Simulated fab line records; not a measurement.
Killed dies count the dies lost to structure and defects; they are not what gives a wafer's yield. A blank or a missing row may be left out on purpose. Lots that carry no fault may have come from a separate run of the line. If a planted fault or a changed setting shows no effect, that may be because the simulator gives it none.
Which tool did it? + flow sky130 + 39 wafers from 13 lots sampled at 6 of the route's 708 steps

WHAT THE GAUGES SHOWED, per wafer
SKY_FIELD_ISO_THK_MEAS_02. Usual: for FIELD_ISO_OXIDATION_00_THK the level is 11.97 nm and the standard deviation is 0.27.
| lot  | measured    | on           | FIELD_ISO_OXIDATION_00_THK (nm) | flag |
|------|-------------|--------------|---------------------------------|------|
| L201 | day 1 11:38 | filmMetro-04 | 12.39 12.19 12.33               |      |
| L202 | day 1 16:58 | filmMetro-03 | 11.48 11.32 11.37               |      |
| L203 | day 1 21:38 | filmMetro-01 | 12.03 12.04 11.95               |      |
| L204 | day 2 03:19 | filmMetro-01 | 11.99 11.99 11.86               |      |
| L205 | day 2 08:46 | filmMetro-03 | 12.02 11.90 12.03               |      |
| L207 | day 2 18:25 | filmMetro-01 | 12.38 12.31 12.09               |      |
| L208 | day 2 22:53 | filmMetro-01 | 12.23 12.15 12.22               |      |
| L209 | day 3 04:14 | filmMetro-03 | 11.63 11.61 11.72               |      |
| L210 | day 3 08:49 | filmMetro-03 | 11.95 11.89 12.03               |      |
| L211 | day 3 13:38 | filmMetro-04 | 12.39 12.23 12.50               |      |
| L216 | day 4 17:17 | filmMetro-04 | 11.76 11.55 11.84               |      |
| L222 | day 5 20:39 | filmMetro-01 | 11.86 11.53 11.52               |      |
| L223 | day 6 02:29 | filmMetro-03 | 12.11 12.12 11.84               |      |

SKY_NWELL_TW_MEAS_26. Usual: for NWELL_2_TW the level is 493.5 and the standard deviation is 2.3.
| lot  | measured     | on           | NWELL_2_TW        | flag |
|------|--------------|--------------|-------------------|------|
| L201 | day 5 10:21  | filmMetro-02 | 493.1 496.2 496.0 |      |
| L202 | day 5 14:49  | filmMetro-03 | 492.1 492.1 493.8 |      |
| L203 | day 5 18:08  | filmMetro-03 | 494.0 489.0 490.2 |      |
| L204 | day 6 00:20  | filmMetro-03 | 489.7 495.1 492.9 |      |
| L205 | day 6 07:41  | filmMetro-02 | 492.8 493.9 492.8 |      |
| L207 | day 6 17:49  | filmMetro-02 | 494.6 491.2 492.8 |      |
| L208 | day 6 23:43  | filmMetro-04 | 495.7 494.8 498.0 |      |
| L209 | day 7 07:08  | filmMetro-03 | 492.7 492.2 493.1 |      |
| L210 | day 7 18:07  | filmMetro-04 | 492.5 490.3 491.2 |      |
| L211 | day 8 05:26  | filmMetro-03 | 493.8 497.4 492.9 |      |
| L216 | day 9 07:53  | filmMetro-03 | 30.2 29.9 30.1    | OFF  |
| L222 | day 10 15:08 | filmMetro-02 | 496.9 494.4 495.6 |      |
| L223 | day 10 23:09 | filmMetro-04 | 493.4 493.0 492.7 |      |

SKY_VT_ADJUST_LVTN_TW_MEAS_21. Usual: for VT_ADJUST_LVTN_2_TW the level is 187.6 and the standard deviation is 1.2.
| lot  | measured     | on           | VT_ADJUST_LVTN_2_TW | flag |
|------|--------------|--------------|---------------------|------|
| L201 | day 7 19:44  | filmMetro-02 | 187.4 188.0 189.3   |      |
| L202 | day 8 01:44  | filmMetro-02 | 188.4 189.1 189.2   |      |
| L203 | day 8 03:35  | filmMetro-03 | 188.7 188.9 189.1   |      |
| L204 | day 8 12:38  | filmMetro-02 | 187.7 186.9 187.2   |      |
| L205 | day 8 20:20  | filmMetro-01 | 186.7 187.5 187.0   |      |
| L207 | day 9 06:55  | filmMetro-03 | 187.7 188.7 189.2   |      |
| L208 | day 9 15:10  | filmMetro-02 | 188.3 188.2 188.3   |      |
| L209 | day 9 22:31  | filmMetro-01 | 186.2 185.8 184.7   |      |
| L210 | day 10 11:00 | filmMetro-01 | 185.0 185.5 185.3   |      |
| L211 | day 11 01:05 | filmMetro-01 | 186.6 186.5 186.1   |      |
| L216 | day 12 06:07 | filmMetro-02 | 188.1 188.2 188.3   |      |
| L222 | day 13 17:06 | filmMetro-02 | 188.3 188.6 188.4   |      |
| L223 | day 14 02:28 | filmMetro-02 | 188.2 189.0 188.1   |      |

WHAT TOOL EACH LOT RAN ON (gives the tool, then ch and the chambers of the sampled wafers, and finally the start)
| lot  | SKY_DNWELL_STRIP_08                | SKY_NWELL_STRIP_14                  | SKY_NWELL_STRIP_25                  |
|------|------------------------------------|-------------------------------------|-------------------------------------|
| L201 | plasmaAsher-01 ch 0,1, day 3 06:47 | plasmaAsher-02 ch 0,1, day 4 17:25  | plasmaAsher-01 ch 0,1, day 5 10:15  |
| L202 | plasmaAsher-01 ch 0,1, day 3 12:12 | plasmaAsher-03 ch 0,1, day 4 21:58  | plasmaAsher-01 ch 0,1, day 5 14:42  |
| L203 | plasmaAsher-03 ch 0,1, day 3 14:51 | plasmaAsher-02 ch 0, day 5 00:19    | plasmaAsher-01 ch 0,1, day 5 18:01  |
| L204 | plasmaAsher-01 ch 0,1, day 3 19:38 | plasmaAsher-02 ch 0,1, day 5 05:24  | plasmaAsher-01 ch 0, day 6 00:13    |
| L205 | plasmaAsher-04 ch 0,1, day 4 02:24 | plasmaAsher-01 ch 0,1, day 5 12:58  | plasmaAsher-03 ch 0,1, day 6 07:34  |
| L207 | plasmaAsher-01 ch 0,1, day 4 11:35 | plasmaAsher-03 ch 0,1, day 5 22:42  | plasmaAsher-03 ch 0,1, day 6 17:43  |
| L208 | plasmaAsher-01 ch 0,1, day 4 17:02 | plasmaAsher-01 ch 0,1, day 6 04:17  | plasmaAsher-01 ch 0,1, day 6 23:37  |
| L209 | plasmaAsher-03 ch 0,1, day 5 00:11 | plasmaAsher-01 ch 1, day 6 11:43    | plasmaAsher-01 ch 0,1, day 7 07:02  |
| L210 | plasmaAsher-04 ch 0,1, day 5 09:23 | plasmaAsher-01 ch 0,1, day 6 22:07  | plasmaAsher-01 ch 0,1, day 7 18:02  |
| L211 | plasmaAsher-04 ch 0,1, day 5 18:42 | plasmaAsher-03 ch 0,1, day 7 08:56  | plasmaAsher-02 ch 0,1, day 8 05:19  |
| L216 | plasmaAsher-03 ch 0,1, day 6 18:20 | plasmaAsher-01 ch 0,1, day 8 10:17  | plasmaAsher-02 ch 0,1, day 9 07:47  |
| L222 | plasmaAsher-04 ch 0,1, day 7 20:56 | plasmaAsher-02 ch 0,1, day 9 16:04  | plasmaAsher-03 ch 0,1, day 10 15:03 |
| L223 | plasmaAsher-04 ch 0,1, day 8 05:24 | plasmaAsher-03 ch 0,1, day 10 00:04 | plasmaAsher-03 ch 0,1, day 10 23:02 |
- SKY_DNWELL_STRIP_08: strips in O2/N2.
- SKY_NWELL_STRIP_14: strips in O2/N2.
- SKY_NWELL_STRIP_25: strips in O2/N2.

WHAT THE TOOLS THEMSELVES READ (means of the sampled wafers that have a number; where no wafer has one, the mark that the record gives instead)
SKY_DNWELL_STRIP_08. Usual: drypumpMotorCurrentA 5.6 A, standard deviation 0.54; oesProductAu 0.722 a.u., standard deviation 0.0039; stripTimeToEndpointS 36.88 s, standard deviation 0.084.
| lot  | tool           | drypumpMotorCurrentA (A) | oesProductAu (a.u.) | stripTimeToEndpointS (s) | flag |
|------|----------------|--------------------------|---------------------|--------------------------|------|
| L201 | plasmaAsher-01 | 5.5                      | 0.721               | 36.77                    |      |
| L202 | plasmaAsher-01 | 5.9                      | 0.718               | 37.02                    |      |
| L203 | plasmaAsher-03 | 5.7                      | 0.721               | 36.90                    |      |
| L204 | plasmaAsher-01 | 5.9                      | 0.721               | 36.90                    |      |
| L205 | plasmaAsher-04 | 5.5                      | 0.719               | 36.99                    |      |
| L207 | plasmaAsher-01 | 5.5                      | 0.722               | 36.89                    |      |
| L208 | plasmaAsher-01 | 5.5                      | 0.725               | 36.90                    |      |
| L209 | plasmaAsher-03 | 5.7                      | 0.722               | 36.93                    |      |
| L210 | plasmaAsher-04 | 5.6                      | 0.720               | 36.87                    |      |
| L211 | plasmaAsher-04 | 5.6                      | 0.719               | 36.79                    |      |
| L216 | plasmaAsher-03 | 5.7                      | 0.721               | 36.90                    |      |
| L222 | plasmaAsher-04 | 5.6                      | 0.723               | 36.93                    |      |
| L223 | plasmaAsher-04 | 5.3                      | 0.721               | 36.94                    |      |

SKY_NWELL_STRIP_14. Usual: drypumpMotorCurrentA 5.8 A, standard deviation 0.49; oesProductAu 0.723 a.u., standard deviation 0.0044; stripTimeToEndpointS 36.86 s, standard deviation 0.076.
| lot  | tool           | drypumpMotorCurrentA (A) | oesProductAu (a.u.) | stripTimeToEndpointS (s) | flag |
|------|----------------|--------------------------|---------------------|--------------------------|------|
| L201 | plasmaAsher-02 | 5.7                      | 0.726               | 36.85                    |      |
| L202 | plasmaAsher-03 | 5.8                      | 0.725               | 36.86                    |      |
| L203 | plasmaAsher-02 | 6.3                      | 0.721               | 36.82                    |      |
| L204 | plasmaAsher-02 | 6.0                      | 0.722               | 36.79                    |      |
| L205 | plasmaAsher-01 | 5.9                      | 0.720               | 36.76                    |      |
| L207 | plasmaAsher-03 | 5.8                      | 0.724               | 36.99                    |      |
| L208 | plasmaAsher-01 | 5.5                      | 0.720               | 36.93                    |      |
| L209 | plasmaAsher-01 | 5.0                      | 0.728               | 36.88                    |      |
| L210 | plasmaAsher-01 | 5.5                      | 0.723               | 36.86                    |      |
| L211 | plasmaAsher-03 | 5.8                      | 0.720               | 36.96                    |      |
| L216 | plasmaAsher-01 | 5.9                      | 0.921               | -                        | OFF  |
| L222 | plasmaAsher-02 | 5.7                      | 0.724               | 36.68                    |      |
| L223 | plasmaAsher-03 | 5.8                      | 0.720               | 36.83                    |      |

SKY_NWELL_STRIP_25. Usual: drypumpMotorCurrentA 5.8 A, standard deviation 0.49; oesProductAu 0.722 a.u., standard deviation 0.0044; stripTimeToEndpointS 36.90 s, standard deviation 0.091.
| lot  | tool           | drypumpMotorCurrentA (A) | oesProductAu (a.u.) | stripTimeToEndpointS (s) | flag |
|------|----------------|--------------------------|---------------------|--------------------------|------|
| L201 | plasmaAsher-01 | 5.5                      | 0.719               | 36.78                    |      |
| L202 | plasmaAsher-01 | 5.9                      | 0.720               | 36.92                    |      |
| L203 | plasmaAsher-01 | 5.5                      | 0.723               | 36.95                    |      |
| L204 | plasmaAsher-01 | 6.4                      | 0.724               | 36.83                    |      |
| L205 | plasmaAsher-03 | 5.7                      | 0.727               | 36.87                    |      |
| L207 | plasmaAsher-03 | 5.7                      | 0.719               | 36.90                    |      |
| L208 | plasmaAsher-01 | 5.9                      | 0.718               | 36.84                    |      |
| L209 | plasmaAsher-01 | 5.5                      | 0.722               | 36.98                    |      |
| L210 | plasmaAsher-01 | 5.9                      | 0.720               | 36.93                    |      |
| L211 | plasmaAsher-02 | 6.0                      | 0.724               | 36.99                    |      |
| L216 | plasmaAsher-02 | 6.0                      | 0.727               | 63.05                    | OFF  |
| L222 | plasmaAsher-03 | 5.8                      | 0.728               | 36.79                    |      |
| L223 | plasmaAsher-03 | 5.8                      | 0.725               | 36.89                    |      |

THE ANSWER, worked out from the rows above alone
Rule: take the mean of a lot's wafers that have a number; if it is more than 3 standard deviations from the usual mean, the lot is off. Also off: a lot with no number at a reading for which 4 or more lots have one. All remaining lots with rows at the step are treated as sound. After the gauges, taken in route order, come the tools' own readings; for these a lot's mean is taken, as printed above. At the first step where some lot is off, the reading lying furthest off is the one used; lots without a number count as furthest.
Off: L216, seen at SKY_NWELL_TW_MEAS_26 (NWELL_2_TW).
A tool fits if, at a process step before that reading, it ran every lot that is off, and no sound lot after the first of them. Not tried: the gauges at SKY_NWELL_TW_MEAS_26; whatever is off there is also off at SKY_NWELL_STRIP_14, on other tools, and gauge error can't account for it. Can't be told from this: 3 tools fit, plasmaAsher-03 at SKY_DNWELL_STRIP_08, plasmaAsher-01 at SKY_NWELL_STRIP_14, plasmaAsher-02 at SKY_NWELL_STRIP_25.

WHAT HAD BEEN PUT IN BY THE SIMULATOR
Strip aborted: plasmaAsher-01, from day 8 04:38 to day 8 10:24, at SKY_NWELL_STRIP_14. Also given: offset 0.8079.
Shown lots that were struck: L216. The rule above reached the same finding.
